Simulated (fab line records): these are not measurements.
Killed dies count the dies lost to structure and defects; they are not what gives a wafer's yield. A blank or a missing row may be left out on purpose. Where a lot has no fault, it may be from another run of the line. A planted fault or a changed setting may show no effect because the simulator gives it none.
Which tool did it? || flow sky130 || 33 wafers sampled from 11 lots at 1 step of a route of 708

== WHAT THE GAUGES SHOWED, per wafer ==
SKY_LI_CONTACT_BOW_MEAS_03.
{"lot": "L369", "measured": "day 27 18:41", "on": "film_metro-01", "LI_CONTACT_BOW (um)": "53 52 54"}
{"lot": "L370", "measured": "day 28 08:33", "on": "film_metro-02", "LI_CONTACT_BOW (um)": "67 70 58"}
{"lot": "L371", "measured": "day 30 01:53", "on": "film_metro-01", "LI_CONTACT_BOW (um)": "55 52 60"}
{"lot": "L377", "measured": "day 31 15:29", "on": "film_metro-01", "LI_CONTACT_BOW (um)": "49 55 53"}
{"lot": "L381", "measured": "day 32 12:36", "on": "film_metro-02", "LI_CONTACT_BOW (um)": "47 46 43"}
{"lot": "L382", "measured": "day 32 20:34", "on": "film_metro-04", "LI_CONTACT_BOW (um)": "46 55 59"}
{"lot": "L383", "measured": "day 33 02:46", "on": "film_metro-01", "LI_CONTACT_BOW (um)": "54 57 56"}
{"lot": "L387", "measured": "day 34 02:49", "on": "film_metro-01", "LI_CONTACT_BOW (um)": "57 56 62"}
{"lot": "L388", "measured": "day 34 16:58", "on": "film_metro-04", "LI_CONTACT_BOW (um)": "49 54 53"}
{"lot": "L390", "measured": "day 35 03:40", "on": "film_metro-02", "LI_CONTACT_BOW (um)": "57 49 65"}
{"lot": "L391", "measured": "day 35 10:26", "on": "film_metro-01", "LI_CONTACT_BOW (um)": "63 56 53"}

== WHAT TOOL EACH LOT RAN ON (gives the tool, then ch and the chambers of the sampled wafers, and finally the start) ==
Before these readings, the record contains no process step.

== THE ANSWER, worked out from the rows above alone ==
Rule: the usual values come from the lots themselves. The widest of any qualifying gaps counts: lots, ordered by their means at a reading, are off when they make up no more than a third of the lots, leave a main group of 4 or more, and stand apart from it by 3 or more times the standard deviation of that group's means. Not used: any main group whose means are identical at the precision the tables above print for the reading. A lot without any number at a reading at which 4 lots or more have one is off too. Any other lot the step has rows for is counted as sound.
No lot is off at any reading shown: from this, nothing can be told.

== WHAT THE SIMULATOR PUT IN ==
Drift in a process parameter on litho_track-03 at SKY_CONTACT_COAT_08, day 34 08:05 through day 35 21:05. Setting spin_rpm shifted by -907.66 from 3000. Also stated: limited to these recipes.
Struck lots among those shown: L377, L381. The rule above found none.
